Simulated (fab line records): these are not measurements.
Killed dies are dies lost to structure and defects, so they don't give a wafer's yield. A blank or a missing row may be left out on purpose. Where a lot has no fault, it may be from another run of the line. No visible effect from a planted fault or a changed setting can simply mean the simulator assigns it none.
Which tool is to blame? + flow gf180mcu + 12 lots with 36 wafers sampled at 6 steps, on a route of 602 steps

## WHAT THE GAUGES READ, wafer by wafer
GF_NSD_OVL_MEAS_08. Usual: NSD_OVL typically reads -0.8 nm, with standard deviation 1.3.
| lot  | measured     | on         | NSD_OVL (nm)   | flag |
|------|--------------|------------|----------------|------|
| L240 | day 13 08:04 | overlay-02 | -1.3 -1.1 -0.7 |      |
| L241 | day 13 16:02 | overlay-01 | -0.1 -0.9 -0.9 |      |
| L243 | day 14 06:04 | overlay-02 | -1.7 -3.6 -1.6 |      |
| L246 | day 15 08:35 | overlay-02 | 0.1 -0.7 1.6   |      |
| L247 | day 15 17:29 | overlay-02 | 1.7 -0.9 -0.9  |      |
| L251 | day 17 09:52 | overlay-01 | -0.8 -0.9 -1.8 |      |
| L254 | day 18 04:17 | overlay-01 | -1.1 0.7 0.5   |      |
| L257 | day 19 09:01 | overlay-02 | -2.4 -0.8 -0.5 |      |
| L258 | day 19 14:13 | overlay-01 | -1.0 -2.0 -1.8 |      |
| L261 | day 20 11:08 | overlay-01 | -3.3 -3.1 -1.5 |      |
| L262 | day 20 19:32 | overlay-01 | -1.6 -2.4 -2.1 |      |
| L263 | day 21 06:52 | overlay-02 | -0.7 -0.3 -1.1 |      |

GF_PSD_OVL_MEAS_08. Usual: PSD_OVL typically reads -0.3 nm, with standard deviation 1.4.
| lot  | measured     | on         | PSD_OVL (nm)   | flag |
|------|--------------|------------|----------------|------|
| L240 | day 14 05:05 | overlay-02 | 0.5 -0.3 1.5   |      |
| L241 | day 14 13:43 | overlay-02 | -0.7 0.2 0.5   |      |
| L243 | day 15 04:16 | overlay-02 | -0.7 -1.2 -1.4 |      |
| L246 | day 16 07:44 | overlay-01 | -3.2 -2.7 -2.8 |      |
| L247 | day 16 16:17 | overlay-01 | -0.4 0.1 -0.5  |      |
| L251 | day 18 09:37 | overlay-01 | 1.5 2.0 -0.3   |      |
| L254 | day 19 04:53 | overlay-01 | -1.7 -0.4 -0.1 |      |
| L257 | day 20 09:28 | overlay-01 | -0.9 -0.1 -0.1 |      |
| L258 | day 20 14:16 | overlay-01 | 1.0 1.0 -0.5   |      |
| L261 | day 21 11:44 | overlay-02 | -2.7 -0.6 -0.2 |      |
| L262 | day 21 19:23 | overlay-02 | -0.2 -0.3 -1.1 |      |
| L263 | day 22 06:19 | overlay-02 | -1.0 -3.2 -0.1 |      |

GF_PSD_RS_MEAS_15: measurement is done with a four-point probe. Usual: PSD_RS typically reads 108.5 ohm/sq, with standard deviation 0.3.
| lot  | measured     | on            | PSD_RS (ohm/sq)   | flag |
|------|--------------|---------------|-------------------|------|
| L240 | day 14 05:41 | film_metro-02 | 108.2 108.6 108.2 |      |
| L241 | day 14 14:20 | film_metro-02 | 108.7 108.8 109.1 |      |
| L243 | day 15 04:53 | film_metro-01 | 108.8 108.3 108.4 |      |
| L246 | day 16 08:20 | film_metro-01 | 109.4 108.9 109.1 |      |
| L247 | day 16 16:55 | film_metro-02 | 108.6 108.8 108.6 |      |
| L251 | day 18 10:13 | film_metro-04 | 109.0 108.5 108.7 |      |
| L254 | day 19 05:31 | film_metro-02 | 108.4 108.8 108.7 |      |
| L257 | day 20 10:04 | film_metro-01 | 105.3 105.3 105.1 | OFF  |
| L258 | day 20 14:53 | film_metro-01 | 105.4 105.9 105.6 | OFF  |
| L261 | day 21 12:22 | film_metro-04 | 108.5 108.6 108.1 |      |
| L262 | day 21 20:01 | film_metro-02 | 108.5 108.3 108.5 |      |
| L263 | day 22 06:56 | film_metro-02 | 108.6 108.6 108.9 |      |

GF_SALICIDE_THK_MEAS_05: measures by xrf. Usual: SALICIDE_TIN_THK typically reads 20.06 nm, with standard deviation 0.28.
| lot  | measured     | on            | SALICIDE_TIN_THK (nm) | flag |
|------|--------------|---------------|-----------------------|------|
| L240 | day 15 04:11 | film_metro-01 | 20.11 20.18 20.42     |      |
| L241 | day 15 11:49 | film_metro-01 | 19.87 19.71 19.88     |      |
| L243 | day 16 02:55 | film_metro-01 | 19.81 20.04 19.86     |      |
| L246 | day 17 07:21 | film_metro-01 | 20.02 20.43 20.33     |      |
| L247 | day 17 15:53 | film_metro-01 | 20.38 20.33 20.46     |      |
| L251 | day 19 10:37 | film_metro-01 | 20.17 20.33 20.01     |      |
| L254 | day 20 06:26 | film_metro-04 | 19.97 19.94 19.97     |      |
| L257 | day 21 11:05 | film_metro-03 | 20.45 20.26 20.03     |      |
| L258 | day 21 15:13 | film_metro-01 | 19.93 20.65 20.07     |      |
| L261 | day 22 11:44 | film_metro-04 | 20.03 20.05 20.03     |      |
| L262 | day 22 20:02 | film_metro-04 | 20.30 20.42 20.50     |      |
| L263 | day 23 06:30 | film_metro-03 | 20.38 20.42 19.66     |      |

## WHICH TOOL RAN EACH LOT (tool, then ch and the chambers of the sampled wafers, then the start)
| lot  | GF_PSD_IMPLANT_09               | GF_PSD_STRIP_10                      |
|------|---------------------------------|--------------------------------------|
| L240 | implanter-04 ch 0, day 14 05:08 | plasma_asher-03 ch 0,1, day 14 05:16 |
| L241 | implanter-03 ch 0, day 14 13:46 | plasma_asher-02 ch 0,1, day 14 13:55 |
| L243 | implanter-03 ch 0, day 15 04:19 | plasma_asher-04 ch 0,1, day 15 04:28 |
| L246 | implanter-04 ch 0, day 16 07:47 | plasma_asher-03 ch 0,1, day 16 07:55 |
| L247 | implanter-04 ch 0, day 16 16:22 | plasma_asher-04 ch 0,1, day 16 16:29 |
| L251 | implanter-03 ch 0, day 18 09:40 | plasma_asher-03 ch 0,1, day 18 09:49 |
| L254 | implanter-02 ch 0, day 19 04:57 | plasma_asher-04 ch 0,1, day 19 05:05 |
| L257 | implanter-03 ch 0, day 20 09:31 | plasma_asher-02 ch 0,1, day 20 09:40 |
| L258 | implanter-03 ch 0, day 20 14:19 | plasma_asher-03 ch 0,1, day 20 14:28 |
| L261 | implanter-04 ch 0, day 21 11:48 | plasma_asher-02 ch 0,1, day 21 11:56 |
| L262 | implanter-02 ch 0, day 21 19:28 | plasma_asher-04 ch 0,1, day 21 19:35 |
| L263 | implanter-02 ch 0, day 22 06:23 | plasma_asher-04 ch 1, day 22 06:30   |
- GF_PSD_IMPLANT_09
- GF_PSD_STRIP_10: strips in O2/N2.

## AS READ BY THE TOOLS THEMSELVES (means over the sampled wafers that have a number; for cases with no such wafer, the mark the record gives instead)
GF_PSD_IMPLANT_09. Usual: beam_energy_keV reads 40.001 (standard deviation 0.013).
| lot  | tool         | beam_energy_keV | flag |
|------|--------------|-----------------|------|
| L240 | implanter-04 | 40.004          |      |
| L241 | implanter-03 | 39.997          |      |
| L243 | implanter-03 | 39.991          |      |
| L246 | implanter-04 | 40.002          |      |
| L247 | implanter-04 | 39.998          |      |
| L251 | implanter-03 | 40.019          |      |
| L254 | implanter-02 | 39.985          |      |
| L257 | implanter-03 | 42.492          | OFF  |
| L258 | implanter-03 | 42.509          | OFF  |
| L261 | implanter-04 | 39.994          |      |
| L262 | implanter-02 | 40.005          |      |
| L263 | implanter-02 | 40.002          |      |

GF_PSD_STRIP_10. Usual: drypump_motor_current_A 5.7 A, standard deviation 0.48; heater_power_w 320 W, standard deviation 15; oes_product_au 0.592 a.u., standard deviation 0.0044; strip_time_to_endpoint_s 16.54 s, standard deviation 0.04.
| lot  | tool            | drypump_motor_current_A (A) | heater_power_w (W) | oes_product_au (a.u.) | strip_time_to_endpoint_s (s) | flag |
|------|-----------------|-----------------------------|--------------------|-----------------------|------------------------------|------|
| L240 | plasma_asher-03 | 5.9                         | 317                | 0.596                 | 16.50                        |      |
| L241 | plasma_asher-02 | 5.6                         | 339                | 0.592                 | 16.56                        |      |
| L243 | plasma_asher-04 | 5.3                         | 306                | 0.592                 | 16.58                        |      |
| L246 | plasma_asher-03 | 5.9                         | 316                | 0.593                 | 16.56                        |      |
| L247 | plasma_asher-04 | 5.4                         | 313                | 0.594                 | 16.48                        |      |
| L251 | plasma_asher-03 | 5.9                         | 326                | 0.589                 | 16.59                        |      |
| L254 | plasma_asher-04 | 5.4                         | 311                | 0.593                 | 16.46                        |      |
| L257 | plasma_asher-02 | 5.6                         | 338                | 0.585                 | 16.76                        | OFF  |
| L258 | plasma_asher-03 | 5.9                         | 305                | 0.587                 | 16.79                        | OFF  |
| L261 | plasma_asher-02 | 5.6                         | 338                | 0.592                 | 16.57                        |      |
| L262 | plasma_asher-04 | 5.4                         | 308                | 0.591                 | 16.55                        |      |
| L263 | plasma_asher-04 | 4.9                         | 300                | 0.587                 | 16.55                        |      |

## THE ANSWER, worked out from the rows above alone
Rule: a lot counts as off when the mean over its wafers that have a number is more than 3 standard deviations away from the usual mean. A lot without any number at a reading at which 4 lots or more have one is off too. Any other lot the step has rows for is counted as sound. Order of review: gauges by route order, followed by the tools' own readings, for which a lot's mean as printed above is used. At the first step where some lot is off, the reading lying furthest off is the one used; lots without a number count as furthest.
Off: at GF_PSD_RS_MEAS_15 (PSD_RS), L257, L258.
If a tool, at a process step before that reading, ran all the lots that are off and no sound lot after the first of them, it fits. The gauges at GF_PSD_RS_MEAS_15 aren't tried: what is off there is off at GF_PSD_IMPLANT_09 too, on other tools, and a gauge's error can't cause that. One fits: implanter-03 at GF_PSD_IMPLANT_09. A fault onset in the window from L251 (day 18 09:40, its last sound lot) to L257 (day 20 09:31, its first lot off) fits.
The tool's own readings at GF_PSD_IMPLANT_09 bear it out: on the lots that are off they differ by more than 5 times the standard deviation of the sound lots' means. beam_energy_keV reads 42.501 there against 40.000 on the sound lots.

## WHAT HAD BEEN PUT IN BY THE SIMULATOR
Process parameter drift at GF_PSD_IMPLANT_09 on implanter-03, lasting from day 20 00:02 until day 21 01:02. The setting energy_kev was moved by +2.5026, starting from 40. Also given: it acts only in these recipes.
Lots struck among those shown: L257, L258. The same result came from the rule above.
